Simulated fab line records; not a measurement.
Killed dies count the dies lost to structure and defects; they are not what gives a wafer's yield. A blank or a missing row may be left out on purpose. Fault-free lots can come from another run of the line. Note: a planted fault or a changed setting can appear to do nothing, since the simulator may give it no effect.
Which tool did it? + flow sky130 + route of 708 steps, sampled at 1 step: 13 lots, 39 wafers

== WHAT THE GAUGES READ, wafer by wafer ==
Not one reading of a measure or inspect step in the record can be checked against a usual standard deviation.

== TOOL THAT RAN EACH LOT (tool first, then ch and the chambers of the sampled wafers, then the start) ==
| lot  | SKY_SONOS_ONO_ETCH_15             |
|------|-----------------------------------|
| L433 | rieDiel-04 ch 0,2,3, day 13 04:05 |
| L434 | rieDiel-04 ch 0,2,3, day 13 05:55 |
| L435 | rieDiel-04 ch 0,3, day 13 20:37   |
| L437 | rieDiel-02 ch 0,1,3, day 14 11:25 |
| L438 | rieDiel-04 ch 2,3, day 14 19:44   |
| L439 | rieDiel-02 ch 0,1, day 15 01:05   |
| L440 | rieDiel-03 ch 0,2,3, day 15 08:32 |
| L442 | rieDiel-04 ch 0,1,2, day 16 06:31 |
| L443 | rieDiel-02 ch 1,2,3, day 16 14:14 |
| L446 | rieDiel-02 ch 0,1,2, day 17 10:34 |
| L445 | rieDiel-03 ch 0,2,3, day 17 10:47 |
| L448 | rieDiel-02 ch 1,2,3, day 18 04:22 |
| L454 | rieDiel-03 ch 1,2,3, day 20 09:44 |
- SKY_SONOS_ONO_ETCH_15: etches the open film in CHF3/O2, target depth 19.52 nm, time 7.8 s.

== AS READ BY THE TOOLS THEMSELVES (means over the sampled wafers that have a number; for cases with no such wafer, the mark the record gives instead) ==
SKY_SONOS_ONO_ETCH_15.
| lot  | tool       | O2_flow_sccm (sccm) | drypumpMotorCurrentA (A) | oesProductAu (a.u.) | rfFwdPowerW (W) | throttleValvePct (%) |
|------|------------|---------------------|--------------------------|---------------------|-----------------|----------------------|
| L433 | rieDiel-04 | 5.004               | 6.1                      | 1.010               | 587             | 8.828                |
| L434 | rieDiel-04 | 4.998               | 6.1                      | 1.001               | 589             | 8.832                |
| L435 | rieDiel-04 | 4.994               | 6.0                      | 1.003               | 589             | 8.830                |
| L437 | rieDiel-02 | 4.978               | 5.7                      | 0.998               | 587             | 8.827                |
| L438 | rieDiel-04 | 4.998               | 6.2                      | 1.003               | 586             | 8.829                |
| L439 | rieDiel-02 | 4.988               | 5.3                      | 0.999               | 585             | 8.822                |
| L440 | rieDiel-03 | 5.014               | 5.7                      | 0.993               | 587             | 8.819                |
| L442 | rieDiel-04 | 5.001               | 6.1                      | 1.001               | 591             | 8.822                |
| L443 | rieDiel-02 | 4.995               | 5.8                      | 1.007               | 587             | 8.823                |
| L446 | rieDiel-02 | 5.003               | 5.5                      | 0.995               | 588             | 8.823                |
| L445 | rieDiel-03 | 5.017               | 5.7                      | 0.993               | 586             | 8.820                |
| L448 | rieDiel-02 | 5.006               | 5.8                      | 0.985               | 555             | 8.822                |
| L454 | rieDiel-03 | 4.999               | 6.1                      | 0.999               | 592             | 8.825                |

== THE ANSWER, worked out from the rows above alone ==
Rule: what is usual is taken from the lots themselves. The widest of any qualifying gaps counts: lots, ordered by their means at a reading, are off when they make up no more than a third of the lots, leave a main group of 4 or more, and stand apart from it by 3 or more times the standard deviation of that group's means. A main group whose means are all the same, to the digits that the tables above print for the reading, isn't used. Also off: a lot with no number at a reading for which 4 or more lots have one. Any other lot the step has rows for is counted as sound. The gauges are gone through in route order, then the tools' own readings, and for those a lot's mean is taken as printed above. At the first step where some lot is off, the reading lying furthest off is the one used; lots without a number count as furthest.
Off: L448 (SKY_SONOS_ONO_ETCH_15, rfFwdPowerW). Mean 588 W and standard deviation 2 in the main group.
A tool fits if, at that step or a process step before it, it ran every lot that is off, and no sound lot after the first of them. One fits: rieDiel-02 at SKY_SONOS_ONO_ETCH_15. A fault onset in the window from L446 (day 17 10:34, its last sound lot) to L448 (day 18 04:22, its first lot off) fits.
The tool's own readings at SKY_SONOS_ONO_ETCH_15 bear it out: on the lots that are off they differ by more than 5 times the standard deviation of the sound lots' means. rfFwdPowerW reads 555 W there against 588 W on the sound lots.

== WHAT WAS PUT IN BY THE SIMULATOR ==
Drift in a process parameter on rieDiel-02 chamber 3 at SKY_SONOS_ONO_ETCH_15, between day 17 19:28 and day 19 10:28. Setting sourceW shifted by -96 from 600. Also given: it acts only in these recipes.
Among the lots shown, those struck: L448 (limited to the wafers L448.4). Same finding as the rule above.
